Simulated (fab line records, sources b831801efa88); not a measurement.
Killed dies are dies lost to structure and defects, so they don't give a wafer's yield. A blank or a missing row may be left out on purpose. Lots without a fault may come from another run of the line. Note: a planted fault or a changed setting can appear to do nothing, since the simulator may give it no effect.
Comparing a struck lot with a sound one || flow gf180mcu || 18 steps out of a route of 602
Sound: these wafers, L610.1, L610.4, L610.6. Struck: wafer L601.3. (L601.5 of the same lot was not struck and is left out.) The cause comes at the end.
At each step with rows: each side's tool, then ch and its chambers, then its first start. Under that, the readings that differ: sound wafers || struck wafers || difference of the means || sigmas: that difference in standard deviations of wafers without a fault.
alike: a reading whose means differ by less than 2 such deviations, as well as words and numbers matching on both sides. not compared: withheld readings; readings where some wafer has no value; bounds like >300 that might hide an equal value; numbers whose values overlap and for which the record gives no deviation.
A row with sigmas, a row that says differs or no value, or rows on one side alone: a step with any of these is where the two part. Numbers that have no deviation but don't overlap get no sigmas and don't part them. A reading that every wafer of one side lacks parts them only if that side has two wafers or more.

first, 2 steps without rows for these wafers: GF_CONTACT_PEB_12 (peb time 90 s); GF_CONTACT_DEVELOP_13 (develop time 60 s).
GF_CONTACT_CD_MEAS_14: the cd target is 220 nm.
  sound on cd-sem-01, day 22 21:47; struck on cd-sem-02, day 20 02:08
  alike: cd-nm
GF_CONTACT_OVL_MEAS_15:
  sound on overlay-01, day 22 21:55; struck on overlay-02, day 20 02:14
  alike: CONTACT_OVL
GF_CONTACT_ETCH_16: etches BARC in N2/H2.
  sound on rie-diel-04 ch 1,2, day 22 21:56; struck on rie-diel-04 ch 3, day 20 02:15
  alike: drypump-motor-current-A, oes-product-au, throttle-valve-pct
GF_CONTACT_ETCH_17: etches SiO2 in C4F8/O2/Ar, stops on CoSi2, target depth 860 nm.
  sound: rie-diel-04 ch 1,2; struck: rie-diel-04 ch 3
  alike: oes-product-au
GF_CONTACT_STRIP_18: strips in O2/N2.
  sound on plasma-asher-01 ch 1, day 22 22:07; struck on plasma-asher-03 ch 1, day 20 02:27
{"reading": "heater-power-w (W)", "sound": "279 282 271", "struck": 376, "difference": "+99", "sigmas": "+2"}
  alike: drypump-motor-current-A, oes-product-au
  not compared: rf-hours-counter-h
then, 3 steps without rows for these wafers: GF_CONTACT_CLEAN_19 (cleans in SPM); GF_CONTACT_CLEAN_20 (cleans in DIW); GF_CONTACT_CLEAN_21 (cleans in dHF, time 20 s).
GF_CONTACT_SPUTTER_22: material Ti, target thk 15 nm, time 80.02 s.
  sound on pvd-sputter-01, day 22 22:24; struck on pvd-sputter-01, day 20 02:43
  alike: throttle-valve-pct
GF_CONTACT_SPUTTER_23: material TiN, target thk 10 nm, time 40 s.
  sound on pvd-sputter-01, day 22 22:28; struck on pvd-sputter-01, day 20 02:47
  alike: throttle-valve-pct
GF_CONTACT_CVD_24: deposits W, target thk 300 nm, time 90.339 s.
  sound on cvd-w-02 ch 0, day 22 22:30; struck on cvd-w-02 ch 0, day 20 02:52
{"reading": "model.W_of_CONTACT_CVD_24.thk-nm (nm)", "sound": "296.9 299.8 299.8", "struck": 105.8, "difference": -193.0, "sigmas": ""}
  alike: heater-power-outer-w, heater-power-w
  not compared: since-wet-clean-h
GF_CONTACT_RS_MEAS_25: measures by four-point-probe.
  sound on film-metro-01, day 22 22:36; struck on film-metro-03, day 20 02:58
{"reading": "CONTACT_W_RS (ohm/sq)", "sound": "0.386 0.383 0.383", "struck": 1.108, "difference": "+0.724", "sigmas": "+99 or more"}
GF_CONTACT_THK_MEAS_26: measures by xrf.
  sound on film-metro-01, day 22 22:43; struck on film-metro-03, day 20 03:04
{"reading": "CONTACT_W_THK (nm)", "sound": "291 296 294", "struck": 106, "difference": -188, "sigmas": -38}
GF_CONTACT_CMP_27: polishes, stops on SiO2, t overpolish 15 s, target thk 0 nm.
  sound on cmp-01 ch 0,2,3, day 22 22:53; struck on cmp-02 ch 3, day 20 03:09
{"reading": "motor-current-A (A)", "sound": "10.7 11.6 11.9", "struck": 9.3, "difference": -2.1, "sigmas": -3}
{"reading": "time-to-endpoint-s (s)", "sound": "68 72 70", "struck": 27, "difference": -43, "sigmas": -11}
then, 2 steps without rows for these wafers: GF_M1_SPUTTER_00 (material Ti, target thk 37.5 nm, time 150 s); GF_PASSIVATION_PROBE_99.

WHERE THEY PART
Earliest at GF_CONTACT_STRIP_18; latest, in this record, at GF_CONTACT_CMP_27.

WHY: whatever the simulator had introduced
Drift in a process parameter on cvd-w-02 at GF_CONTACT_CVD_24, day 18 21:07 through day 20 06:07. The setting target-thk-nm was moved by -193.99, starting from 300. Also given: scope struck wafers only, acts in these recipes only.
